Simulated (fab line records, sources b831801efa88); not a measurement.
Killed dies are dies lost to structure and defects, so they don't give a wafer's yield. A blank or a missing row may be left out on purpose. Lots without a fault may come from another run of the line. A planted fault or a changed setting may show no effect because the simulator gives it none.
fab line records | flow gf180mcu | part 2 of 2: steps 27 to 35 of 35
record lots=5 wafers=15 last_day=34
route steps=602 shown M5@528 V5@540
lots that met no fault: from a run of the same line without faults
start_h: hours from the record's first day to the start of the lot's first wafer shown | wait_h: hours since the lot's step before | " the same as in the row above | L1.1+2: a row that stands for several wafers | - no value, or no start given | * or withheld: withheld | < > ~ a bound
route shown NAME@n: a module of which the file shows steps, and the number in the route of the first | usual: mean/standard deviation of fault-free wafers | same: alike in all rows | chamber/n: place in a boat | sites: the reading at each site | _std_site: their standard deviation | _edge_site: outer sites' mean less inner sites' | radius_mm: how far each site lies from the wafer's centre | mask NAME#n: copy n | behind: the tool/chamber that last shaped the wafer | hold: why the lot was held/for how many hours/how that ended | device: the transistor (n, p or np) that didn't switch | end of line: the same wafers' tests at the end of the route | a step without rows: its recipe alone | killed: dies lost to structure and defects at the first sort, not the wafer's yield | map: a wafer's dies, x killed, . not, _ none there
set.NAME: the setting as run; set.NAME@STEP: as run at that earlier step | model.NAME: the simulator's own value behind a step, which no gauge read
lots at some steps of the route; a table a step, a row a wafer
services: from which hour (start_h, from the record's first day; less than 0 if before it) a tool's chamber was out of use, for how many hours, and why
## steps
# step GF_V5_CD_MEAS_14
# recipe target_cd_nm=260
# usual cd_nm=259.8/1.3
# columns lot.wafer tool chamber start_h wait_h cd_nm
L074.1 cd_sem-02 - 638.03 0.1 260.2
L074.3 " - " " 260.5
L074.5 " - " " 260.9
L080.3 cd_sem-02 - 697.30 0.1 260.2
L080.5 " - " " 259.4
L080.6 " - " " 258.8
L093.1 cd_sem-02 - 776.71 0.1 262.2
L093.4 " - " " 262.9
L093.5 " - " " 262.1
L094.2 cd_sem-01 - 779.95 0.1 258.6
L094.3 " - " " 259.3
L094.4 " - " " 260.3
L095.1 cd_sem-02 - 784.61 0.1 259.0
L095.2 " - " " 258.5
L095.4 " - " " 260.4
# step GF_V5_OVL_MEAS_15
# usual V5_OVL=0/5
# columns lot.wafer tool chamber start_h wait_h V5_OVL[nm]
L074.1 overlay-02 - 638.15 0.1 -1
L074.3 " - " " 3
L074.5 " - " " -6
L080.3 overlay-01 - 697.39 0.1 3
L080.5 " - " " 0
L080.6 " - " " 7
L093.1 overlay-01 - 776.83 0.1 7
L093.4 " - " " 13
L093.5 " - " " 4
L094.2 overlay-02 - 780.06 0.1 -4
L094.3 " - " " 1
L094.4 " - " " 3
L095.1 overlay-02 - 784.73 0.1 4
L095.2 " - " " 2
L095.4 " - " " 7
# step GF_V5_ETCH_16
# recipe chemistry=N2/H2 target_depth_a=withheld overetch_a=withheld time_s=withheld target=BARC ion_energy_ev=200 source_w=500 bias_w=100 pressure_mtorr=30 n2_flow_sccm=100 h2_flow_sccm=200
# usual drypump_motor_current_A=5.9/0.44 n2_flow_sccm=100.0/0.31 oes_product_au=0.855/0.0049 throttle_valve_pct=13.224/0.0085
# columns lot.wafer tool chamber start_h wait_h drypump_motor_current_A n2_flow_sccm oes_product_au throttle_valve_pct
L074.1 rie_diel-03 3 638.19 0.0 6.7 99.5 0.854 13.218
L074.3 " 0 " " 5.9 100.4 0.857 13.220
L074.5 " 1 " " 5.8 100.4 0.854 13.227
L080.3 rie_diel-02 2 697.41 0.0 5.8 100.0 0.858 13.218
L080.5 " 3 " " 5.5 99.8 0.858 13.231
L080.6 " 0 " " 6.2 99.5 0.862 13.217
L093.1 rie_diel-02 1 776.86 0.0 5.2 99.4 0.858 13.225
L093.4 " 2 " " 5.8 99.9 0.855 13.212
L093.5 " 3 " " 5.5 100.9 0.850 13.222
L094.2 rie_diel-01 2 780.09 0.0 6.3 99.9 0.851 13.229
L094.3 " 3 " " 6.2 100.1 0.851 13.208
L094.4 " 2 " " 6.3 99.8 0.849 13.224
L095.1 rie_diel-01 1 784.76 0.0 6.4 100.5 0.858 13.219
L095.2 " 2 " " 6.3 100.4 0.852 13.221
L095.4 " 2 " " 6.3 100.0 0.856 13.225
# step GF_V5_ETCH_17
# recipe chemistry=C4F8/O2/Ar mask_material=KrF target=SiO2 stop_on=TiN source_w=1500 bias_w=1200 pressure_mtorr=40 c4f8_flow_sccm=withheld O2_flow_sccm=6 Ar_flow_sccm=300 time_s=withheld target_depth_a=8550
# usual oes_product_au=0.860/0.0049
# columns lot.wafer tool chamber start_h wait_h oes_product_au
L074.1 rie_diel-03 3 - - 0.859
L074.3 " 0 " " 0.867
L074.5 " 1 " " 0.856
L080.3 rie_diel-02 2 - - 0.868
L080.5 " 3 " " 0.853
L080.6 " 0 " " 0.858
L093.1 rie_diel-02 1 - - 0.850
L093.4 " 2 " " 0.858
L093.5 " 3 " " 0.858
L094.2 rie_diel-01 2 - - 0.862
L094.3 " 3 " " 0.864
L094.4 " 2 " " 0.859
L095.1 rie_diel-01 1 - - 0.855
L095.2 " 2 " " 0.862
L095.4 " 2 " " 0.853
# step GF_V5_STRIP_18
# recipe chemistry=O2/N2 power_w=1400 pressure_mtorr=1500 platen_temp_c=250 o2_flow_sccm=3000 n2_flow_sccm=300 overash_fraction=0.5
# usual drypump_motor_current_A=5.63/0.28 heater_power_w=343/25 n2_flow_sccm=299.9/0.97 oes_product_au=0.568/0.0051
# columns lot.wafer tool chamber start_h wait_h drypump_motor_current_A heater_power_w n2_flow_sccm oes_product_au rf_hours_counter_h
L074.1 plasma_asher-01 1 638.34 - 5.74 356 299.3 0.566 21
L074.3 " 1 " " 5.74 347 299.6 0.568 -
L074.5 " 0 " " 5.90 316 301.7 0.562 -
L080.3 plasma_asher-02 0 697.60 - 5.55 332 299.6 0.570 -
L080.5 " 0 " " 5.54 320 300.9 0.565 -
L080.6 " 1 " " 5.91 321 299.8 0.579 -
L093.1 plasma_asher-01 0 777.01 - 5.90 308 299.1 0.564 35
L093.4 " 0 " " 5.87 301 297.2 0.565 -
L093.5 " 1 " " 5.73 357 298.6 0.564 -
L094.2 plasma_asher-02 0 780.24 - 5.57 318 298.4 0.568 66
L094.3 " 0 " " 5.57 322 298.6 0.567 -
L094.4 " 1 " " 5.90 323 301.9 0.568 -
L095.1 plasma_asher-04 1 784.91 - 5.60 386 299.4 0.572 101
L095.2 " 0 " " 5.09 359 300.0 0.561 101
L095.4 " 1 " " 5.66 388 301.0 0.568 -
# step GF_V5_STRIP_19
# recipe chemistry=post_etch_residue_remover time_s=1200 temp_c=72.5
# columns lot.wafer tool chamber start_h wait_h
L074.1+3+5 wet_bench-04 3 638.44 0.1
L080.3+5+6 wet_bench-01 0 697.67 0.0
L093.1+4+5 wet_bench-04 1 777.11 0.1
L094.2+3+4 wet_bench-03 3 780.34 0.1
L095.1+2+4 wet_bench-04 2 785.01 0.1
# step GF_V5_CLEAN_20
# recipe chemistry=DIW dry=n2_spin
# columns lot.wafer tool chamber start_h wait_h
L074.1+3+5 wet_bench-01 0 638.82 0.0
L080.3+5+6 wet_bench-03 2 698.04 0.0
L093.1+4+5 wet_bench-03 3 777.86 0.1
L094.2+3+4 wet_bench-04 1 780.68 0.0
L095.1+2+4 wet_bench-03 0 785.36 0.0
# step GF_V5_SPUTTER_21
# recipe material=Ti target_thk_nm=15 chamber_pressure_pa=5 power_w=2500 substrate_temp_c=200 time_s=80.02
# usual throttle_valve_pct=30.1/1.4
# columns lot.wafer tool chamber start_h wait_h throttle_valve_pct
L074.1 pvd_sputter-03 - 638.92 0.0 31.2
L074.3 " - " " 29.9
L074.5 " - " " 33.3
L080.3 pvd_sputter-01 - 698.13 0.0 29.5
L080.5 " - " " 29.1
L080.6 " - " " 28.8
L093.1 pvd_sputter-03 - 777.95 0.0 28.7
L093.4 " - " " 33.3
L093.5 " - " " 28.9
L094.2 pvd_sputter-03 - 780.77 0.0 28.8
L094.3 " - " " 29.8
L094.4 " - " " 29.1
L095.1 pvd_sputter-03 - 785.45 0.0 29.8
L095.2 " - " " 28.9
L095.4 " - " " 30.0
# step GF_V5_SPUTTER_22
# recipe material=TiN target_thk_nm=10 chamber_pressure_pa=5 power_w=4000 time_s=40
# usual throttle_valve_pct=30.1/1.4
# columns lot.wafer tool chamber start_h wait_h throttle_valve_pct
L074.1 pvd_sputter-03 - 638.98 0.0 31.5
L074.3 " - " " 30.1
L074.5 " - " " 33.1
L080.3 pvd_sputter-01 - 698.19 0.0 29.7
L080.5 " - " " 29.1
L080.6 " - " " 28.6
L093.1 pvd_sputter-03 - 778.01 0.0 29.0
L093.4 " - " " 33.6
L093.5 " - " " 28.9
L094.2 pvd_sputter-03 - 780.84 0.0 29.1
L094.3 " - " " 30.1
L094.4 " - " " 29.3
L095.1 pvd_sputter-03 - 785.51 0.0 29.9
L095.2 " - " " 29.0
L095.4 " - " " 29.7
## services
# columns tool chamber start_h hours kind
krf_scanner-02 - 583.15 1.3 pm
rie_diel-02 - 583.33 0.7 repair
rie_diel-01 3 588.98 6.1 repair
rie_diel-01 - 591.56 14.6 pm
krf_scanner-02 - 594.57 139.0 repair
rie_diel-03 1 601.38 5.9 repair
rie_diel-03 1 610.27 7.1 repair
hdpcvd-01 1 614.01 13.7 repair
wet_bench-01 - 617.60 1.5 repair
krf_scanner-02 - 624.34 0.2 repair
krf_scanner-01 - 627.26 0.8 repair
rie_diel-01 0 650.52 12.6 repair
rie_diel-01 0 664.08 1.9 repair
rie_diel-03 1 664.26 11.8 repair
hdpcvd-01 1 669.94 5.0 repair
krf_scanner-01 - 688.87 1.3 pm
plasma_asher-01 - 703.72 2.8 pm
pvd_sputter-03 - 706.87 6.7 repair
plasma_asher-01 - 708.43 0.4 repair
rie_diel-02 3 732.02 8.9 repair
krf_scanner-01 - 739.70 1.0 pm
krf_scanner-01 - 747.43 4.0 pm
krf_scanner-01 - 751.45 0.8 pm
krf_scanner-01 - 761.62 0.4 repair
